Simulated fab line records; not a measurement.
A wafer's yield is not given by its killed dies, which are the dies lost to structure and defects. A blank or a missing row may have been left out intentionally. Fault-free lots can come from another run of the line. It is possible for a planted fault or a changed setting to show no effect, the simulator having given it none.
Which tool was responsible? ; flow gf180mcu ; Sampling: 13 lots, 39 wafers, 2 of 602 route steps

WHAT EACH GAUGE READ, for each wafer
GF_M3_CD_MEAS_14 targets a cd of 280 nm. Usual: cd-nm 280.2 nm, standard deviation 1.4.
lot;measured;on;cd-nm (nm);flag
L483;day 21 23:29;cd-sem-02;279.7 279.2 278.6;
L484;day 22 03:52;cd-sem-01;280.8 280.7 281.1;
L485;day 22 09:22;cd-sem-02;278.4 278.4 278.1;
L487;day 23 05:34;cd-sem-02;277.9 276.8 277.7;
L490;day 24 07:25;cd-sem-01;279.5 280.7 280.5;
L497;day 27 01:31;cd-sem-01;281.2 283.6 281.3;
L499;day 27 04:50;cd-sem-02;277.1 277.6 279.2;
L500;day 27 18:31;cd-sem-02;280.0 280.4 280.4;
L502;day 28 01:49;cd-sem-02;281.8 282.4 283.2;
L501;day 28 02:31;cd-sem-01;280.5 281.2 281.0;
L503;day 28 05:55;cd-sem-02;280.1 281.3 280.4;
L504;day 28 17:13;cd-sem-02;280.8 279.1 279.8;
L505;day 28 22:16;cd-sem-01;279.6 280.7 281.2;

WHAT TOOL EACH LOT RAN ON (gives the tool, then ch and the chambers of the sampled wafers, and finally the start)
lot;GF_M3_SPUTTER_02
L483;pvd-sputter-01, day 21 00:02
L484;pvd-sputter-04, day 21 04:02
L485;pvd-sputter-04, day 21 10:17
L487;pvd-sputter-04, day 22 06:31
L490;pvd-sputter-03, day 23 08:56
L497;pvd-sputter-04, day 26 04:44
L499;pvd-sputter-03, day 26 08:19
L500;pvd-sputter-04, day 26 22:25
L502;pvd-sputter-01, day 27 05:40
L501;pvd-sputter-03, day 27 06:10
L503;pvd-sputter-03, day 27 09:52
L504;pvd-sputter-04, day 27 23:07
L505;pvd-sputter-04, day 28 03:07
- GF_M3_SPUTTER_02: material AlCu, target thk 450 nm, time 23.9 s.

AS READ BY THE TOOLS THEMSELVES (means over the sampled wafers that have a number; for cases with no such wafer, the mark the record gives instead)
GF_M3_SPUTTER_02. Usual: throttle-valve-pct 30.3 %, standard deviation 0.65.
lot;tool;throttle-valve-pct (%);flag
L483;pvd-sputter-01;30.3;
L484;pvd-sputter-04;30.0;
L485;pvd-sputter-04;30.1;
L487;pvd-sputter-04;30.0;
L490;pvd-sputter-03;30.3;
L497;pvd-sputter-04;30.1;
L499;pvd-sputter-03;30.3;
L500;pvd-sputter-04;30.3;
L502;pvd-sputter-01;30.4;
L501;pvd-sputter-03;30.5;
L503;pvd-sputter-03;30.0;
L504;pvd-sputter-04;30.2;
L505;pvd-sputter-04;30.4;

THE ANSWER, worked out from the rows above alone
Rule: a lot counts as off when the mean over its wafers that have a number is more than 3 standard deviations away from the usual mean. A lot without any number at a reading at which 4 lots or more have one is off too. All remaining lots with rows at the step are treated as sound. The gauges are gone through in route order, then the tools' own readings, and for those a lot's mean is taken as printed above. At the first step where some lot is off, the reading lying furthest off is the one used; lots without a number count as furthest.
Across all readings shown, no lot is off: no conclusion can be drawn from this.

WHAT THE SIMULATOR HAD PUT IN
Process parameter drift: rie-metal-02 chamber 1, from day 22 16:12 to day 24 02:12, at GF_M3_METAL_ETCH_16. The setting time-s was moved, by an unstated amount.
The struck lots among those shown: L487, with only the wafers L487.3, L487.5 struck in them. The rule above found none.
